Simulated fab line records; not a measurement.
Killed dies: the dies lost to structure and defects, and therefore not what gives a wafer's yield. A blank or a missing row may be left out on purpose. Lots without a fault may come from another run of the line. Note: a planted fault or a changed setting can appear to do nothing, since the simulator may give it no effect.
Code-filled problem report in 8D (eight disciplines) form + flow gf180mcu + the parts of the form that need people (team, actions taken, sign-off) are left out

== 1. THE ISSUE ==
At GF_V4_CVD_23, chamber-pressure-Torr averages 38.58 Torr over 6 wafers from 2 lots, while fault-free wafers read 40.01 Torr, standard deviation 0.083. Relative to the usual mean, that is a shift of -17 standard deviations.
The step: deposits W, target thk 350 nm, time 104.9 s.
Seen first at day 28 18:01 on cvd-w-01, wafer L873.3. At this step, 18 wafers from 6 lots have a number in the record. Rule for "out" (also "out of limits"): further than 4 standard deviations from the usual mean. All remaining wafers that have a number are taken as sound.

== 2. WHAT IT IS AND WHAT IT IS NOT ==
| question                    | is                     | is not                                                                   |
|-----------------------------|------------------------|--------------------------------------------------------------------------|
| which readings at this step | chamber-pressure-Torr  | heater-power-w, susceptor-temp-C                                         |
| which lots                  | L873, L874             | L862, L866, L880, L882                                                   |
| which wafers of those lots  | all that have a number | -                                                                        |
| read on which tools         | cvd-w-01               | cvd-w-02                                                                 |
| when                        | from day 28 18:01      | up to then (6 sound wafers); but 6 sound wafers of L880, L882 came after |

== 3. WHAT RULES OUT EACH SUSPECT ==
Counting: a tool at any process step up to the reading remains a suspect when it ran all the lots that are out and ran no sound lot after the first of those.
- cvd-w-01 at GF_V4_CVD_23 (deposits W, target thk 350 nm, time 104.9 s): kept. It ran every lot that is out, first L873 (day 28 18:01), and no sound lot after that; its last sound lot up to then is L862 (day 25 04:59). On those wafers its own readings are out: chamber-pressure-Torr.
After counting, what remains is cvd-w-01 at GF_V4_CVD_23.

== 4. THE CAUSE (what the simulator had put in) ==
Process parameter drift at GF_V4_CVD_23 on cvd-w-01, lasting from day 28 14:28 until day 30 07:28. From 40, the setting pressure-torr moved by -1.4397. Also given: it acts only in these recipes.
Only this tool survived the counting.

== 5. THE CHAIN OF EFFECTS, in route order ==
Rows list readings where the struck wafers' mean (over those with a number) sits beyond 3 standard deviations from the usual. Only readings for which the record gives a usual standard deviation are gone through. hours: the time from each lot's start at the first step in this table that gives one to its start at this step, as a median over the lots. sigmas: the change in usual standard deviations.
| hours | step         | reading               | usual      | on struck wafers | change | sigmas |
|-------|--------------|-----------------------|------------|------------------|--------|--------|
| 0     | GF_V4_CVD_23 | chamber-pressure-Torr | 40.01 Torr | 38.58            | -1.43  | -17    |
It contains these process steps:
- GF_V4_CVD_23: deposits W, target thk 350 nm, time 104.9 s.
Later steps that measure or inspect, where all struck wafers having a row at the step show a number for every such reading and not one has moved that far: GF_V4_RS_MEAS_24.

== 6. WHAT WOULD HAVE CAUGHT IT SOONER ==
In this record no reading fell out of limits until day 28 18:01, 4 hours after the fault had begun at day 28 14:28.
